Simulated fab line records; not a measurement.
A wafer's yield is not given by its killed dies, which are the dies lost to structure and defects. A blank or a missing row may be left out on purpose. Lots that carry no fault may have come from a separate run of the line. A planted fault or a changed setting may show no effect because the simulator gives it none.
Which tool was responsible? + flow sky130 + 12 lots with 36 wafers sampled at 5 steps, on a route of 708 steps

== WHAT THE GAUGES SHOWED, per wafer ==
SKY_CAPM_OVL_MEAS_12. Usual: for CAPM_OVL the level is -0.3 nm and the standard deviation is 1.3.
| lot  | measured     | on         | CAPM_OVL (nm)  | flag |
|------|--------------|------------|----------------|------|
| L189 | day 38 06:05 | overlay-01 | -2.5 -2.6 -2.5 |      |
| L190 | day 38 11:02 | overlay-02 | 0.7 1.7 -0.6   |      |
| L192 | day 39 05:08 | overlay-01 | 1.3 1.5 2.1    |      |
| L195 | day 39 20:44 | overlay-01 | -2.2 0.2 -0.9  |      |
| L196 | day 40 00:50 | overlay-01 | -0.2 -0.3 0.5  |      |
| L197 | day 40 08:23 | overlay-02 | 0.1 -1.0 -0.3  |      |
| L198 | day 40 17:52 | overlay-01 | -1.5 -0.6 0.9  |      |
| L205 | day 43 03:17 | overlay-01 | -1.0 -0.7 -1.7 |      |
| L207 | day 43 07:45 | overlay-02 | 1.0 -0.5 1.4   |      |
| L206 | day 43 13:53 | overlay-01 | 1.2 1.1 0.6    |      |
| L209 | day 43 19:33 | overlay-02 | 1.1 1.5 0.5    |      |
| L210 | day 44 04:09 | overlay-01 | -0.1 1.6 0.1   |      |

SKY_VIA3_THK_MEAS_01. Usual: for VIA3_HDPCVD_THK the level is 1638 nm and the standard deviation is 20.
| lot  | measured     | on            | VIA3_HDPCVD_THK (nm) | flag |
|------|--------------|---------------|----------------------|------|
| L189 | day 39 08:34 | film_metro-04 | 1663 1660 1656       |      |
| L190 | day 39 13:29 | film_metro-02 | 1648 1614 1597       |      |
| L192 | day 40 08:14 | film_metro-03 | 1640 1631 1653       |      |
| L195 | day 40 23:40 | film_metro-03 | 1645 1651 1633       |      |
| L196 | day 41 04:07 | film_metro-02 | 2334 1634 2329       | OFF  |
| L197 | day 41 11:11 | film_metro-02 | 1669 1656 1647       |      |
| L198 | day 41 20:56 | film_metro-03 | 1649 1630 2330       | OFF  |
| L205 | day 44 04:25 | film_metro-02 | 1652 1649 1652       |      |
| L207 | day 44 08:13 | film_metro-03 | 1633 1627 1646       |      |
| L206 | day 44 14:32 | film_metro-02 | 1659 1664 1655       |      |
| L209 | day 44 20:22 | film_metro-02 | 1688 1648 1652       |      |
| L210 | day 45 03:46 | film_metro-04 | 1631 1648 1660       |      |

SKY_CAP2M_THK_MEAS_04: measures by xrf. Usual: for CAP2M_TIN_THK the level is 197 nm and the standard deviation is 3.4.
| lot  | measured     | on            | CAP2M_TIN_THK (nm) | flag |
|------|--------------|---------------|--------------------|------|
| L189 | day 40 11:32 | film_metro-02 | 194 197 195        |      |
| L190 | day 40 16:52 | film_metro-02 | 193 195 189        |      |
| L192 | day 41 14:53 | film_metro-03 | 193 193 201        |      |
| L195 | day 42 01:14 | film_metro-03 | 198 204 198        |      |
| L196 | day 42 07:00 | film_metro-01 | 197 191 197        |      |
| L197 | day 42 16:30 | film_metro-01 | 198 201 201        |      |
| L198 | day 42 23:03 | film_metro-03 | 196 192 196        |      |
| L205 | day 45 05:02 | film_metro-01 | 191 199 193        |      |
| L207 | day 45 08:20 | film_metro-01 | 197 196 198        |      |
| L206 | day 45 13:51 | film_metro-03 | 191 194 193        |      |
| L209 | day 45 19:38 | film_metro-02 | 204 195 197        |      |
| L210 | day 46 03:21 | film_metro-01 | 192 191 194        |      |

== WHICH TOOL RAN EACH LOT (tool, then ch and the chambers of the sampled wafers, then the start) ==
| lot  | SKY_METAL3_SPUTTER_02        | SKY_VIA3_HDPCVD_00               |
|------|------------------------------|----------------------------------|
| L189 | pvd_sputter-04, day 37 04:29 | hdpcvd-02 ch 0,2, day 39 08:24   |
| L190 | pvd_sputter-01, day 37 08:28 | hdpcvd-01 ch 0,1,2, day 39 13:19 |
| L192 | pvd_sputter-03, day 38 04:16 | hdpcvd-02 ch 0,2, day 40 08:03   |
| L195 | pvd_sputter-04, day 38 19:58 | hdpcvd-01 ch 1,2, day 40 23:29   |
| L196 | pvd_sputter-03, day 38 23:53 | hdpcvd-01 ch 0,1, day 41 03:56   |
| L197 | pvd_sputter-03, day 39 07:28 | hdpcvd-02 ch 0,2, day 41 11:01   |
| L198 | pvd_sputter-03, day 39 16:43 | hdpcvd-01 ch 0,1,2, day 41 20:45 |
| L205 | pvd_sputter-04, day 42 04:25 | hdpcvd-02 ch 0,2, day 44 04:15   |
| L207 | pvd_sputter-03, day 42 09:17 | hdpcvd-01 ch 0,1, day 44 08:02   |
| L206 | pvd_sputter-04, day 42 14:46 | hdpcvd-02 ch 0,2, day 44 14:22   |
| L209 | pvd_sputter-03, day 42 20:31 | hdpcvd-01 ch 0,1, day 44 20:11   |
| L210 | pvd_sputter-04, day 43 05:28 | hdpcvd-01 ch 0,1,2, day 45 03:35 |
- SKY_METAL3_SPUTTER_02: material AlCu, target thk 735 nm, time 39.1 s.
- SKY_VIA3_HDPCVD_00: deposits SiO2, target thk 1635 nm, time 272.5 s.

== AS READ BY THE TOOLS THEMSELVES (means over the sampled wafers that have a number; for cases with no such wafer, the mark the record gives instead) ==
SKY_METAL3_SPUTTER_02. Usual: throttle_valve_pct at 30.6 %, with a standard deviation of 0.69.
| lot  | tool           | throttle_valve_pct (%) | flag |
|------|----------------|------------------------|------|
| L189 | pvd_sputter-04 | 31.3                   |      |
| L190 | pvd_sputter-01 | 30.2                   |      |
| L192 | pvd_sputter-03 | 30.5                   |      |
| L195 | pvd_sputter-04 | 31.3                   |      |
| L196 | pvd_sputter-03 | 30.4                   |      |
| L197 | pvd_sputter-03 | 30.4                   |      |
| L198 | pvd_sputter-03 | 30.4                   |      |
| L205 | pvd_sputter-04 | 30.0                   |      |
| L207 | pvd_sputter-03 | 30.3                   |      |
| L206 | pvd_sputter-04 | 31.6                   |      |
| L209 | pvd_sputter-03 | 30.9                   |      |
| L210 | pvd_sputter-04 | 30.6                   |      |

== THE ANSWER, worked out from the rows above alone ==
Rule: lot off if the mean of its wafers having a number is beyond 3 standard deviations from the usual mean. A lot without any number at a reading at which 4 lots or more have one is off too. The other lots that the step has rows for count as sound. The gauges are gone through in route order, then the tools' own readings, and for those a lot's mean is taken as printed above. The first step at which some lot is off is used, and at that step the reading that is off furthest; a lot without a number counts as furthest.
Off: L196, L198, seen at SKY_VIA3_THK_MEAS_01 (VIA3_HDPCVD_THK).
A tool fits if, at a process step before that reading, it ran every lot that is off, and no sound lot after the first of them. The gauges at SKY_VIA3_THK_MEAS_01 are tried like those tools. Not one of the candidates tried fits.

== WHAT THE SIMULATOR HAD PUT IN ==
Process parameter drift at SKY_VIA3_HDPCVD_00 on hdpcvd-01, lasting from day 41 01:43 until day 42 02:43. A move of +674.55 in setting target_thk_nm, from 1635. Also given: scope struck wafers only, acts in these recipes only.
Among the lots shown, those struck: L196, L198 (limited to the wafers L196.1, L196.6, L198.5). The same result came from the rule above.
